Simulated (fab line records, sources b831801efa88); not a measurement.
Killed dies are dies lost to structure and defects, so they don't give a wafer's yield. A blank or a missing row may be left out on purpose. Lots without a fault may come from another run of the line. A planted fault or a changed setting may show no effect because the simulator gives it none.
One fault seen from 2 desks | flow gf180mcu | each desk has only its own numbers; what lay behind them comes last

THE METROLOGY DESK
What the gauges read, lot by lot, whatever tool the lot ran on: means of the sampled wafers that have a number. A lot is out of limits, marked OUT, if its mean lies more than 4 standard deviations from the usual mean; the brackets give that distance.
Columns: A = cd_nm at GF_M5_CD_MEAS_07, usual 280.0 nm; B = TOP_METAL_OVL at GF_TOP_METAL_OVL_MEAS_15, usual -0.4 nm
lot  | first seen here | A     | B
L875 | day 26 06:34    | 280.8 | 0.1
L876 | day 26 12:15    | 280.2 | -0.8
L877 | day 26 23:18    | 279.6 | -2.0
L878 | day 27 09:08    | 280.3 | 0.9
L879 | day 27 15:32    | 277.2 | -1.1
L880 | day 28 00:08    | 280.9 | 0.1
L881 | day 28 09:13    | 280.3 | 2.3
L882 | day 28 18:51    | 282.0 | -1.3
L883 | day 29 01:50    | 280.2 | -2.3
L886 | day 29 16:59    | 278.9 | -1.2
L894 | day 31 21:44    | 281.9 | 1.9
L895 | day 32 04:41    | 278.4 | 0.8
L896 | day 32 08:07    | 279.3 | -0.9
L897 | day 32 13:43    | 281.1 | 0.0
L898 | day 32 19:55    | 280.7 | -0.0
This desk's finding: nothing out of limits on any of the 15 lots.

THE TOOL OWNER'S DESK: rie_diel-01
The tool's own readings at GF_HV_LDD_ETCHBACK_58 (etches Si3N4 in CH3F/O2, stops on SiO2, time 100 s, target depth 90 nm): means of the sampled wafers that have a number, for each lot that ran on this tool. A lot is out of limits, marked OUT, if its mean lies more than 4 standard deviations from the usual mean; the brackets give that distance.
Columns: A = drypump_motor_current_A at GF_HV_LDD_ETCHBACK_58, usual 5.5 A; B = oes_product_au at GF_HV_LDD_ETCHBACK_58, usual 0.843 a.u.; C = throttle_valve_pct at GF_HV_LDD_ETCHBACK_58, usual 10.561 %
lot  | first seen here | A   | B     | C
L876 | day 12 17:35    | 5.6 | 0.843 | 10.555
L880 | day 14 06:30    | 5.4 | 0.842 | 10.556
L881 | day 14 15:32    | 5.5 | 0.840 | 10.556
L882 | day 15 00:08    | 5.4 | 0.846 | 10.559
L883 | day 15 06:47    | 5.2 | 0.846 | 10.552
L894 | day 18 20:12    | 5.4 | 0.842 | 10.551
L895 | day 19 07:53    | 5.5 | 0.843 | 10.561
L896 | day 19 15:29    | 5.8 | 0.833 | 10.559
This desk's finding: nothing out of limits on any of the 8 lots.

PUT TOGETHER
The metrology desk saw nothing out of limits.
The tool owner's desk saw nothing out of limits.

WHAT THE SIMULATOR HAD PUT IN
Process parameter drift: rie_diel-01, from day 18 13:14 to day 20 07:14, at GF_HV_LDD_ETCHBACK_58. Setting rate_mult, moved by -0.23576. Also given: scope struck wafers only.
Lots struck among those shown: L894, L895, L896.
